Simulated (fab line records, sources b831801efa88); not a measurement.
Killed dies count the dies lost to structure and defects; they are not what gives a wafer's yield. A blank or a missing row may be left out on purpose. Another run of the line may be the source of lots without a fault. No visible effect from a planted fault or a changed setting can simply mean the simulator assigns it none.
Matching of chambers	flow sky130	4 sister chambers for SKY_PAD_OPEN_ETCH_07 on rieDiel-03
The step etches the open film in CF4/O2, stops on AlCu, target depth 725 nm, time 161.1 s. 22 wafers are shown with their chamber, then 11 later ones without.

## WAFERS PAIRED WITH THEIR CHAMBERS
wafer	chamber	drypumpMotorCurrentA (A)	throttleValvePct (%)	oesProductAu (a.u.)
L075.3	3	5.4	5.977	0.977
L075.5	2	6.1	5.955	0.976
L075.6	1	4.8	5.962	0.996
L077.1	2	6.1	5.971	0.973
L077.3	1	4.8	5.978	0.979
L077.5	2	6.1	5.960	0.974
L078.2	2	6.1	5.966	0.974
L078.4	0	6.2	5.977	0.984
L078.5	1	4.8	5.974	0.973
L081.1	2	6.1	5.962	0.973
L081.2	3	5.4	5.956	0.969
L081.4	2	6.1	5.970	0.974
L086.4	2	6.0	5.971	0.985
L086.5	2	6.1	5.962	0.976
L086.6	1	4.8	5.960	0.974
L088.1	2	6.1	5.969	0.979
L088.3	0	6.2	5.973	0.970
L088.4	1	4.8	5.964	0.965
L091.2	2	6.1	5.957	0.978
L091.3	3	5.4	5.943	0.963
L091.5	3	5.3	5.967	0.972
L092.2	1	4.8	5.954	0.970

SIGNATURES (means of the wafers above)
reading	chamber 0	chamber 1	chamber 2	chamber 3	scatter within a chamber
drypumpMotorCurrentA	6.200	4.800	6.090	5.375	0.0303
throttleValvePct	5.97500	5.96533	5.96430	5.96075	0.00872
oesProductAu	0.97700	0.97617	0.97620	0.97025	0.00708
Rule: a wafer's distance from a chamber is the root of the sum, over the readings, of the square of ((its reading less the chamber's mean) divided by the reading's scatter). The wafer belongs to the nearest chamber; if the next one is less than 2 further off, it can't be placed. How the scatter is found: for the shown wafers, subtract from each reading the mean of its chamber, square and add these, divide the total by (wafers less chambers), then take the root.

## WAFERS MISSING THEIR CHAMBER
wafer	drypumpMotorCurrentA (A)	throttleValvePct (%)	oesProductAu (a.u.)
L092.4	6.2	5.969	0.987
L092.5	6.2	5.952	0.986
L093.2	6.2	5.966	0.969
L093.4	6.1	5.957	0.984
L093.6	4.8	5.965	0.979
L094.2	6.2	5.956	0.974
L094.3	4.8	5.964	0.966
L094.6	4.8	5.972	0.974
L096.1	4.8	5.963	0.966
L096.3	6.1	5.966	0.964
L096.4	6.2	5.961	0.986

## THE CHAMBER EACH PASSED THROUGH
wafer	from the rows above	in truth
L092.4	0	0
L092.5	can't be placed: 0 or 2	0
L093.2	0	0
L093.4	2	2
L093.6	1	1
L094.2	can't be placed: 0 or 2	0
L094.3	1	1
L094.6	1	1
L096.1	1	1
L096.3	2	2
L096.4	can't be placed: 0 or 2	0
8 of 11 placed correctly. These rows do not allow placing 3 (true chamber among the candidates in 3). Wrongly placed: 0.
